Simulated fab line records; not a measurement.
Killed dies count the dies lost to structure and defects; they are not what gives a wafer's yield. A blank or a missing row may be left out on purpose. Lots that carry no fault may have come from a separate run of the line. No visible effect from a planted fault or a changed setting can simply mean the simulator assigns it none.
fab line records	flow sky130
record: lots: 6	wafers: 18	lastDay: 50
route steps=708 shown CONTACT@418
lots that met no fault: from a run of the same line without faults
startH: hours from the record's opening day to when the first of the lot's shown wafers began	waitH: time in hours since the lot's previous step	" repeats the value in the row above	L1.1+2: one row covering several wafers at once	- either no value or no given start	* or withheld: withheld	< > ~ a bound
route shown NAME@n: NAME is a module with steps in the file, n the number in the route of the first one	usual: mean/standard deviation taken from wafers without a fault	same: alike in all rows	chamber/n: place in a boat	sites: per-site readings	_std_site: the standard deviation of these	_edge_site: inner sites' mean taken away from outer sites' mean	radiusMm: how far each site lies from the wafer's centre	mask NAME#n: copy n	behind: the most recent tool/chamber to have shaped the wafer	hold: why the lot was held/for how many hours/how that ended	device: transistor that didn't switch, given as n, p or np	end of line: the same wafers' tests at the end of the route	where a step has no rows: the recipe by itself	killed: the dies lost at the first sort to structure and to defects; this is not the yield of the wafer	map: shows each die of a wafer: x if killed, . if not, _ if none is there
set.NAME: the setting the step ran with; set.NAME@STEP: the setting that earlier step ran with	model.NAME: the simulator's own value behind a step, which no gauge read
a table for each step, a row for each wafer; lots at some steps of the route
services: when a tool's chamber went out of use (startH, in hours from the record's first day, below 0 if earlier), for how many hours, and the reason
== steps ==
step: SKY_CONTACT_PEB_12
recipe: pebTempC: withheld	pebTimeS: withheld	resist: KrF-thick
step: SKY_CONTACT_DEVELOP_13
recipe: developTimeS: 57.27	resist: KrF-thick	devTempC: 21
step: SKY_CONTACT_CD_MEAS_14
recipe: targetCdNm: 170
usual: cdNm: 170.3/1.5
lot.wafer	tool	chamber	startH	waitH	cdNm
L126.1	cdSem-02	-	763.17	-	171.3
L126.3	"	-	"	"	172.9
L126.4	"	-	"	"	172.1
L135.1	cdSem-01	-	841.11	-	170.3
L135.2	"	-	"	"	171.1
L135.3	"	-	"	"	169.4
L137.1	cdSem-01	-	858.87	-	168.0
L137.4	"	-	"	"	170.9
L137.6	"	-	"	"	169.4
L140.2	cdSem-02	-	864.18	-	167.2
L140.5	"	-	"	"	167.4
L140.6	"	-	"	"	167.3
L141.1	cdSem-02	-	879.67	-	171.9
L141.3	"	-	"	"	171.6
L141.6	"	-	"	"	170.9
L146.2	cdSem-02	-	906.63	-	169.7
L146.3	"	-	"	"	169.6
L146.5	"	-	"	"	168.1
step: SKY_CONTACT_OVL_MEAS_15
usual: CONTACT_OVL: 0/6.8
lot.wafer	tool	chamber	startH	waitH	CONTACT_OVL[nm]
L126.1	overlay-01	-	763.29	0.1	9
L126.3	"	-	"	"	6
L126.4	"	-	"	"	9
L135.1	overlay-02	-	841.23	0.1	-19
L135.2	"	-	"	"	-9
L135.3	"	-	"	"	-19
L137.1	overlay-01	-	858.99	0.1	-4
L137.4	"	-	"	"	-2
L137.6	"	-	"	"	-1
L140.2	overlay-02	-	864.29	0.1	-3
L140.5	"	-	"	"	1
L140.6	"	-	"	"	-4
L141.1	overlay-02	-	879.79	0.1	0
L141.3	"	-	"	"	-1
L141.6	"	-	"	"	-7
L146.2	overlay-02	-	906.74	0.1	2
L146.3	"	-	"	"	-5
L146.5	"	-	"	"	-2
step: SKY_CONTACT_ETCH_16
recipe: chemistry: N2/H2	target: BARC	ionEnergyEv: 200	sourceW: 500	biasW: 100	pressureMtorr: 30	n2FlowSccm: 100	h2FlowSccm: 200	stopOn: SiO2	timeS: 45.9	targetDepthA: 600
step: SKY_CONTACT_ETCH_17
recipe: target: SiO2	chemistry: C4F8/O2/Ar	stopOn: Si3N4	maskMaterial: KrF-thick	sourceW: 1500	biasW: 1200	pressureMtorr: 40	c4f8FlowSccm: withheld	O2_flow_sccm: 6	Ar_flow_sccm: 300	timeS: withheld	targetDepthA: 3400
usual: oesProductAu: 0.891/0.0047
lot.wafer	tool	chamber	startH	waitH	oesProductAu
L126.1	rieDiel-03	0	763.37	0.0	0.887
L126.3	"	1	"	"	0.896
L126.4	"	3	"	"	0.895
L135.1	rieDiel-04	2	841.31	0.0	0.886
L135.2	"	1	"	"	0.885
L135.3	"	3	"	"	0.891
L137.1	rieDiel-04	3	859.07	0.0	0.890
L137.4	"	3	"	"	0.883
L137.6	"	2	"	"	0.900
L140.2	rieDiel-04	0	864.36	0.0	0.894
L140.5	"	0	"	"	0.893
L140.6	"	3	"	"	0.890
L141.1	rieDiel-01	1	879.87	0.0	0.888
L141.3	"	0	"	"	0.895
L141.6	"	3	"	"	0.898
L146.2	rieDiel-01	2	906.81	0.0	0.898
L146.3	"	3	"	"	0.882
L146.5	"	3	"	"	0.899
step: SKY_CONTACT_ETCH_18
recipe: target: Si3N4	chemistry: CHF3/O2	stopOn: TiN	sourceW: 600	biasW: 200	pressureMtorr: 40	chf3FlowSccm: 50	O2_flow_sccm: 5	timeS: 39	targetDepthA: 750
usual: drypumpMotorCurrentA: 5.5/0.49	oesProductAu: 0.854/0.0077	throttleValvePct: 8.793/0.0084
lot.wafer	tool	chamber	startH	waitH	drypumpMotorCurrentA	oesProductAu	rfHoursCounterH	throttleValvePct
L126.1	rieDiel-03	0	-	-	5.6	0.846	12	8.794
L126.3	"	1	"	"	6.7	0.854	6	8.789
L126.4	"	3	"	"	4.8	0.855	20	8.781
L135.1	rieDiel-04	2	-	-	5.7	0.853	5	8.781
L135.2	"	1	"	"	5.0	0.862	18	8.791
L135.3	"	3	"	"	4.8	0.858	9	8.799
L137.1	rieDiel-04	3	-	-	4.8	0.846	10	8.783
L137.4	"	3	"	"	4.8	0.859	-	8.783
L137.6	"	2	"	"	5.7	0.861	-	8.809
L140.2	rieDiel-04	0	-	-	5.4	0.847	6	8.802
L140.5	"	0	"	"	5.4	0.848	-	8.792
L140.6	"	3	"	"	4.8	0.856	-	8.789
L141.1	rieDiel-01	1	-	-	4.9	0.849	3	8.780
L141.3	"	0	"	"	5.9	0.857	19	8.802
L141.6	"	3	"	"	5.7	0.869	-	8.800
L146.2	rieDiel-01	2	-	-	5.8	0.862	9	8.793
L146.3	"	3	"	"	5.7	0.861	15	8.789
L146.5	"	3	"	"	5.7	0.848	-	8.780
step: SKY_CONTACT_STRIP_19
recipe: chemistry: O2/N2	powerW: 1400	pressureMtorr: 1500	platenTempC: withheld	o2FlowSccm: 3000	n2FlowSccm: 300	overashFraction: 0.5
usual: drypumpMotorCurrentA: 5.56/0.29	oesProductAu: 0.381/0.0046	stripTimeToEndpointS: 3.61/0.033
lot.wafer	tool	chamber	startH	waitH	drypumpMotorCurrentA	oesProductAu	rfHoursCounterH	stripTimeToEndpointS
L126.1	plasmaAsher-01	1	763.46	-	5.61	0.379	92	3.65
L126.3	"	1	"	"	5.57	0.380	-	3.57
L126.4	"	0	"	"	6.10	0.381	-	3.58
L135.1	plasmaAsher-02	1	841.40	-	5.50	0.379	9	3.63
L135.2	"	0	"	"	5.64	0.381	9	3.58
L135.3	"	1	"	"	5.53	0.389	-	3.62
L137.1	plasmaAsher-01	0	859.16	-	6.09	0.384	101	3.60
L137.4	"	1	"	"	5.59	0.378	-	3.60
L137.6	"	0	"	"	6.07	0.379	-	3.62
L140.2	plasmaAsher-01	0	864.45	-	6.10	0.379	102	3.63
L140.5	"	0	"	"	6.10	0.371	-	3.62
L140.6	"	1	"	"	5.63	0.385	-	3.65
L141.1	plasmaAsher-01	0	879.96	-	6.09	0.383	103	3.58
L141.3	"	0	"	"	6.09	0.374	-	3.57
L141.6	"	1	"	"	5.59	0.382	-	3.59
L146.2	plasmaAsher-02	0	906.90	-	5.66	0.381	16	3.58
L146.3	"	1	"	"	5.50	0.376	-	3.65
L146.5	"	0	"	"	5.64	0.376	-	3.65
step: SKY_CONTACT_STRIP_20
recipe: chemistry: postEtchResidueRemover	timeS: 1200	tempC: 72.5
step: SKY_CONTACT_CLEAN_21
recipe: chemistry: IPA	timeS: 180	tempC: 25
step: SKY_CONTACT_CLEAN_22
recipe: chemistry: O3/DIW	dry: n2Spin
step: SKY_CONTACT_SPUTTER_23
recipe: material: TiN	targetThkNm: 20	chamberPressurePa: 5.087	powerW: 4000	timeS: 80
usual: throttleValvePct: 30.2/0.87
lot.wafer	tool	chamber	startH	waitH	throttleValvePct
L126.1	pvdSputter-03	-	764.05	0.0	29.6
L126.3	"	-	"	"	29.6
L126.4	"	-	"	"	30.2
L135.1	pvdSputter-04	-	842.00	0.0	28.4
L135.2	"	-	"	"	29.8
L135.3	"	-	"	"	30.5
L137.1	pvdSputter-01	-	859.79	0.0	30.9
L137.4	"	-	"	"	31.6
L137.6	"	-	"	"	30.8
L140.2	pvdSputter-01	-	865.04	0.0	30.9
L140.5	"	-	"	"	30.5
L140.6	"	-	"	"	29.3
L141.1	pvdSputter-01	-	880.57	0.0	29.2
L141.3	"	-	"	"	31.2
L141.6	"	-	"	"	31.3
L146.2	pvdSputter-03	-	907.49	0.0	29.8
L146.3	"	-	"	"	29.2
L146.5	"	-	"	"	29.5
step: SKY_CONTACT_CVD_24
recipe: material: W	targetThkNm: 340	timeS: 102.12	tempC: 400	pressureTorr: 40
usual: heaterPowerW: 840/21
lot.wafer	tool	chamber	startH	waitH	heaterPowerW	model.W_of_CONTACT_CVD_24.thkNm
L126.1	cvdW-02	1	764.11	0.0	820	341.5
L126.3	"	0	"	"	844	338.4
L126.4	"	1	"	"	823	340.5
L135.1	cvdW-02	0	842.06	0.0	866	373.7
L135.2	"	1	"	"	824	341.9
L135.3	"	0	"	"	854	373.9
L137.1	cvdW-02	0	859.85	0.0	854	374.7
L137.4	"	0	"	"	868	372.2
L137.6	"	1	"	"	845	341.7
L140.2	cvdW-01	0	865.10	0.0	869	341.1
L140.5	"	1	"	"	820	343.6
L140.6	"	0	"	"	877	339.2
L141.1	cvdW-01	0	880.63	0.0	876	339.8
L141.3	"	0	"	"	861	342.8
L141.6	"	1	"	"	809	341.3
L146.2	cvdW-01	1	907.55	0.0	831	336.2
L146.3	"	0	"	"	866	342.8
L146.5	"	0	"	"	832	339.1
step: SKY_CONTACT_RS_MEAS_25
recipe: thkMeasGauge: four-point-probe	reads: W_of_CONTACT_CVD_24+TiN_of_CONTACT_SPUTTER_23
usual: CONTACT_W_RS: 0.3393/0.0028
lot.wafer	tool	chamber	startH	waitH	hold	CONTACT_W_RS[ohm/sq]
L126.1	filmMetro-04	-	764.22	0.1	-	0.3365
L126.3	"	-	"	"	-	0.3390
L126.4	"	-	"	"	-	0.3373
L135.1	filmMetro-01	-	842.17	0.1	awaitDispo/0.2h/release	0.3072
L135.2	"	-	"	"	awaitDispo/0.2h/release	0.3361
L135.3	"	-	"	"	awaitDispo/0.2h/release	0.3070
L135.1	filmMetro-01	-	842.46	0.3	-	0.3079
L135.2	"	-	"	"	-	0.3361
L135.3	"	-	"	"	-	0.3072
L137.1	filmMetro-01	-	859.96	0.1	awaitDispo/0.2h/release	0.3071
L137.4	"	-	"	"	awaitDispo/0.2h/release	0.3085
L137.6	"	-	"	"	awaitDispo/0.2h/release	0.3370
L137.1	filmMetro-01	-	860.24	0.3	-	0.3063
L137.4	"	-	"	"	-	0.3088
L137.6	"	-	"	"	-	0.3362
L140.2	filmMetro-01	-	865.23	0.1	-	0.3368
L140.5	"	-	"	"	-	0.3356
L140.6	"	-	"	"	-	0.3387
L141.1	filmMetro-04	-	880.74	0.1	-	0.3379
L141.3	"	-	"	"	-	0.3362
L141.6	"	-	"	"	-	0.3365
L146.2	filmMetro-01	-	907.68	0.1	-	0.3423
L146.3	"	-	"	"	-	0.3353
L146.5	"	-	"	"	-	0.3389
step: SKY_CONTACT_THK_MEAS_26
recipe: thkMeasGauge: xrf	reads: W_of_CONTACT_CVD_24
usual: CONTACT_W_THK: 319/3.6
lot.wafer	tool	chamber	startH	waitH	hold	CONTACT_W_THK[nm]
L126.1	filmMetro-04	-	764.34	0.1	-	321
L126.3	"	-	"	"	-	320
L126.4	"	-	"	"	-	320
L135.1	filmMetro-01	-	844.52	2.0	awaitDispo/0.2h/release	347
L135.2	"	-	"	"	awaitDispo/0.2h/release	319
L135.3	"	-	"	"	awaitDispo/0.2h/release	344
L135.1	filmMetro-01	-	844.75	0.2	-	346
L135.2	"	-	"	"	-	319
L135.3	"	-	"	"	-	345
L137.1	filmMetro-01	-	862.41	2.1	awaitDispo/0.2h/release	345
L137.4	"	-	"	"	awaitDispo/0.2h/release	344
L137.6	"	-	"	"	awaitDispo/0.2h/release	319
L137.1	filmMetro-01	-	862.64	0.2	-	347
L137.4	"	-	"	"	-	345
L137.6	"	-	"	"	-	321
L140.2	filmMetro-01	-	865.34	0.1	-	315
L140.5	"	-	"	"	-	319
L140.6	"	-	"	"	-	314
L141.1	filmMetro-04	-	880.86	0.1	-	325
L141.3	"	-	"	"	-	325
L141.6	"	-	"	"	-	325
L146.2	filmMetro-01	-	907.79	0.1	-	316
L146.3	"	-	"	"	-	318
L146.5	"	-	"	"	-	318
step: SKY_CONTACT_CMP_27
recipe: stopOn: SiO2	tOverpolishS: 15	downForcePsi: 3.5	platenRpm: 60	targetThkNm: 0	padVelocityMS: 0.94248
usual: motorCurrentA: 11.2/0.89	timeToEndpointS: 81/3.8
lot.wafer	tool	chamber	startH	waitH	hold	motorCurrentA	timeToEndpointS
L126.4	cmp-02	2	764.40	0.0	-	12.1	81
L126.1	"	3	"	"	-	10.9	79
L126.3	"	0	"	"	-	10.1	80
L135.2	cmp-01	0	850.82	6.1	awaitDispo/6.0h/release	10.4	84
L135.3	"	1	"	"	awaitDispo/6.0h/release	11.5	96
L135.1	"	2	"	"	awaitDispo/6.0h/release	9.4	93
L137.1	cmp-02	0	864.14	1.5	awaitDispo/1.0h/release	10.9	90
L137.4	"	1	"	"	awaitDispo/1.0h/release	12.6	84
L137.6	"	1	"	"	awaitDispo/1.0h/release	12.9	79
L140.2	cmp-02	2	865.54	0.2	-	11.6	79
L140.5	"	3	"	"	-	10.7	76
L140.6	"	0	"	"	-	10.5	77
L141.1	cmp-02	2	880.92	0.1	-	11.1	84
L141.3	"	3	"	"	-	10.8	82
L141.6	"	3	"	"	-	10.7	87
L146.2	cmp-02	0	907.84	0.0	-	9.8	78
L146.3	"	1	"	"	-	12.1	75
L146.5	"	0	"	"	-	10.6	81
== services ==
tool	chamber	startH	hours	kind
cmp-02	-	743.36	0.6	repair
pvdSputter-04	-	743.59	1.4	repair
cvdW-02	-	747.44	0.9	repair
cmp-02	-	747.47	4.0	pm
plasmaAsher-02	-	751.26	4.6	repair
pvdSputter-03	-	754.44	1.2	repair
pvdSputter-03	-	776.90	1.8	repair
pvdSputter-01	-	782.14	0.5	repair
rieDiel-04	0	785.23	7.2	repair
cmp-02	-	801.19	6.4	pm
plasmaAsher-01	-	815.12	2.1	repair
cmp-02	-	823.45	4.4	repair
plasmaAsher-02	-	831.02	2.7	repair
rieDiel-01	0	831.13	16.3	repair
cvdW-02	-	831.65	6.9	pm
cmp-02	-	841.06	1.4	repair
rieDiel-04	1	857.28	132.0	repair
plasmaAsher-01	-	869.28	0.9	repair
rieDiel-03	0	877.53	3.0	repair
cmp-02	-	884.51	0.4	repair
rieDiel-01	1	889.88	3.0	repair
rieDiel-01	-	901.19	2.8	pm
cvdW-02	-	904.00	14.0	pm
rieDiel-03	3	906.55	18.1	repair
== key ==
firstSign: step: SKY_CONTACT_RS_MEAS_25	reading: visit	direction: added
effect: step: SKY_CONTACT_RS_MEAS_25	reading: CONTACT_W_RS	direction: down	sigmas: 12	usual: 0.3393	struck: 0.3075
effect: step: SKY_CONTACT_THK_MEAS_26	reading: visit	direction: added
effect: step: SKY_CONTACT_THK_MEAS_26	reading: CONTACT_W_THK	direction: up	sigmas: 7.3	usual: 319	struck: 345
effect: step: SKY_CONTACT_CMP_27	reading: hold	direction: added
modelEffect: step: SKY_CONTACT_CVD_24	value: W_of_CONTACT_CVD_24.thkNm	without: 337.4	struck: 373.6
metAt SKY_CONTACT_CVD_24
struckWafers L135.1,L135.3,L137.1,L137.4
testerLeftOut L135,L137
onsetBetween 764.11 842.06
fault: kind: processParameterDrift	tool: cvdW-02	chamber: 0	onsetH: 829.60	steps: SKY_CONTACT_CVD_24	channel: targetThkNm	offset: 36.253	shape: step	endH: 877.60	actsIn: theseRecipesOnly	stated: 340
testerLeftOut: of these lots the tester's yield and bins aren't shown, on N5 and GAA mostly nor the transistor test; their killed dies are dies lost to structure and defects alone, not to doping, threshold or leakage, so they don't give the yield
